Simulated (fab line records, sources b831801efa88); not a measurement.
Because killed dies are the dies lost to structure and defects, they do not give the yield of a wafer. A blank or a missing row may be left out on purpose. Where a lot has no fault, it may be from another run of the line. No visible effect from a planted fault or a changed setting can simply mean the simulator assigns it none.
Comparing a struck lot with a sound one || flow gf180mcu || 44 steps out of a route of 602
Sound: these wafers, L949.2, L949.3, L949.4. The struck wafers were L957.1, L957.5, L957.6. The cause is given at the end.
Order at every step that has rows: each side's tool, ch and its chambers, its first start. Under that, the readings that differ: sound wafers || struck wafers || difference of the means || sigmas: that difference in standard deviations of wafers without a fault.
alike: readings whose means differ by less than 2 such deviations, and words and numbers that are the same on both sides. not compared: withheld readings, readings that some wafer has no value for, bounds like >300 that may hide the same value, and numbers for which the record gives no deviation and whose values overlap.
The two part at a step that has a row with sigmas, a row that says differs or no value, or rows on one side only. Non-overlapping numbers with no deviation appear without sigmas and do not part them. A reading that every wafer of one side lacks parts them only if that side has two wafers or more.

first, 1 step without rows for these wafers: GF_MVSD_IMPLANT_09.
GF_MVSD_STRIP_10: strips in O2/N2.
  sound on plasma_asher-02 ch 0,1, day 5 20:55; struck on plasma_asher-02 ch 0,1, day 7 19:01
  alike: drypump_motor_current_A, heater_power_w, oes_product_au, strip_time_to_endpoint_s
  not compared: rf_hours_counter_h
GF_MVSD_TW_MEAS_11:
  struck on film_metro-04, day 7 19:07; sound on film_metro-04, day 5 21:02
  alike: MVSD_TW
then, 7 steps without rows for these wafers: GF_MVPSD_DEHYDRATE_00 (time 60 s); GF_MVPSD_HMDS_01 (prime time 60 s); GF_MVPSD_COAT_02 (resist thk 3000 nm); GF_MVPSD_SOFTBAKE_03; GF_MVPSD_EXPOSE_04 (exposes mask MVPSD, target cd 1000 nm); GF_MVPSD_PEB_05; GF_MVPSD_DEVELOP_06 (develop time 60 s).
GF_MVPSD_OVL_MEAS_07:
  struck on overlay-01, day 8 11:29; sound on overlay-01, day 6 11:15
  alike: MVPSD_OVL
following that, these wafers have no rows for 1 step: GF_MVPSD_IMPLANT_08.
GF_MVPSD_IMPLANT_09:
  sound on implanter-02 ch 0, day 6 11:28; struck on implanter-03 ch 0, day 8 11:59
GF_MVPSD_STRIP_10: strips in O2/N2.
  sound on plasma_asher-03 ch 0,1, day 6 11:35; struck on plasma_asher-04 ch 0,1, day 8 12:08
  alike: drypump_motor_current_A, heater_power_w, oes_product_au, strip_time_to_endpoint_s
  not compared: rf_hours_counter_h
GF_MVPSD_TW_MEAS_11:
  struck on film_metro-04, day 8 12:37; sound on film_metro-01, day 6 11:41
{"reading": "MVPSD_TW", "sound": "547 547 548", "struck": "573 574 573", "difference": "+26", "sigmas": "+5"}
then, 7 steps without rows for these wafers: GF_VT_IMPLANT_DEHYDRATE_00 (time 60 s); GF_VT_IMPLANT_HMDS_01 (prime time 60 s); GF_VT_IMPLANT_COAT_02 (resist thk 1000 nm); GF_VT_IMPLANT_SOFTBAKE_03 (time 60 s); GF_VT_IMPLANT_EXPOSE_04 (exposes mask LVPWELL LV AREA, target cd 600 nm); GF_VT_IMPLANT_PEB_05; GF_VT_IMPLANT_DEVELOP_06 (develop time 60 s).
GF_VT_IMPLANT_OVL_MEAS_07:
  struck on overlay-01, day 9 04:32; sound on overlay-02, day 7 02:43
  alike: VT_IMPLANT_OVL
following that, these wafers have no rows for 1 step: GF_VT_IMPLANT_IMPLANT_08.
GF_VT_IMPLANT_STRIP_09: strips in O2/N2.
  sound on plasma_asher-01 ch 0,1, day 7 02:53; struck on plasma_asher-03 ch 0,1, day 9 04:43
  alike: drypump_motor_current_A, heater_power_w, oes_product_au, strip_time_to_endpoint_s
  not compared: rf_hours_counter_h
GF_VT_IMPLANT_TW_MEAS_10:
  struck on film_metro-03, day 9 04:49; sound on film_metro-03, day 7 03:00
  alike: VT_IMPLANT_TW
then, 7 steps without rows for these wafers: GF_VT_IMPLANT_DEHYDRATE_11 (time 60 s); GF_VT_IMPLANT_HMDS_12 (prime time 60 s); GF_VT_IMPLANT_COAT_13 (resist thk 1000 nm); GF_VT_IMPLANT_SOFTBAKE_14 (time 60 s); GF_VT_IMPLANT_EXPOSE_15 (exposes mask Nwell LV AREA, target cd 860 nm); GF_VT_IMPLANT_PEB_16; GF_VT_IMPLANT_DEVELOP_17 (develop time 60 s).
GF_VT_IMPLANT_OVL_MEAS_18:
  struck on overlay-01, day 9 22:20; sound on overlay-01, day 7 18:59
  alike: VT_IMPLANT_01_OVL
following that, these wafers have no rows for 1 step: GF_VT_IMPLANT_IMPLANT_19.
GF_VT_IMPLANT_STRIP_20: strips in O2/N2.
  sound on plasma_asher-01 ch 0,1, day 7 19:10; struck on plasma_asher-03 ch 0,1, day 9 22:31
  alike: drypump_motor_current_A, heater_power_w, oes_product_au, strip_time_to_endpoint_s
  not compared: rf_hours_counter_h
GF_VT_IMPLANT_TW_MEAS_21:
  struck on film_metro-03, day 9 22:37; sound on film_metro-03, day 7 19:17
  alike: VT_IMPLANT_2_TW
then, 5 steps without rows for these wafers: GF_VT_IMPLANT_DEHYDRATE_22 (time 60 s); GF_VT_IMPLANT_HMDS_23 (prime time 60 s); GF_VT_IMPLANT_COAT_24 (resist thk 1000 nm); GF_VT_IMPLANT_SOFTBAKE_25 (time 60 s); GF_VT_IMPLANT_EXPOSE_26 (exposes mask LVPWELL HV AREA, target cd 860 nm).
GF_VT_IMPLANT_RS_MEAS_49: uses a four-point probe to measure.
  struck on film_metro-04, day 11 11:43; sound on film_metro-02, day 9 05:16
{"reading": "MVPSD_RS (ohm/sq)", "sound": "1170 1174 1172", "struck": "1008 1007 1008", "difference": -164, "sigmas": -53}
GF_PASSIVATION_PROBE_99:
  the record holds rows for the sound wafers here (prober-01, day 30 23:46) but none for the struck ones

## WHERE THEY PART
At GF_MVPSD_TW_MEAS_11 first; at GF_PASSIVATION_PROBE_99 last (within this record only).

WHY: what had been put in by the simulator
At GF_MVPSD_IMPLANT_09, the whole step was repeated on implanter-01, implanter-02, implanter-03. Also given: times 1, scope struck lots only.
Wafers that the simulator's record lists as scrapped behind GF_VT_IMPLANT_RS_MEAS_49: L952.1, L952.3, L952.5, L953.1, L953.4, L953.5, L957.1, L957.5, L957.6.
